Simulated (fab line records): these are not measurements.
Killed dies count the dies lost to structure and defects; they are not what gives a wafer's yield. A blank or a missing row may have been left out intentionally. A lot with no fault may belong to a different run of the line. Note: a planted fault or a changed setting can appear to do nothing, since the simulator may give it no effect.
Matching of chambers ; flow sky130 ; 3 sister chambers for SKY_PASSIVATION_CVD_02 on pecvd-02
The step deposits Si3N4, target thk 540 nm. 5 wafers are shown with their chamber, then 7 later ones without.

## WAFERS WITH THEIR CHAMBER
wafer;chamber;heater power w (W)
L913.6;2;540
L914.4;0;658
L914.6;2;517
L927.2;0;634
L927.3;1;729

## WAFERS WITHOUT THEIR CHAMBER
wafer;heater power w (W)
L927.6;633
L928.2;605
L928.4;588
L928.6;625
L929.1;688
L929.3;683
L929.4;549

## CHAMBER TAKEN BY EACH
wafer;from the rows above;in truth
L927.6;0;0
L928.2;0;0
L928.4;can't be placed: 0 or 2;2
L928.6;0;0
L929.1;can't be placed: 1 or 0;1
L929.3;can't be placed: 0 or 1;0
L929.4;2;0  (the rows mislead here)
Correct placement for 3 of the 7. These rows do not allow placing 3 (true chamber among the candidates in 3). Placed wrongly: 1.
How it was worked out, from the rows above alone: a wafer's distance from a chamber is the root of the sum, over the readings, of the square of ((its reading less the chamber's mean) divided by the reading's scatter). The wafer belongs to the nearest chamber; if the next one is less than 2 further off, it can't be placed. A chamber's mean is the mean of its shown wafers. The scatter: the root of (the sum of the squares of (reading less its chamber's mean) over the shown wafers, divided by (wafers less chambers)).
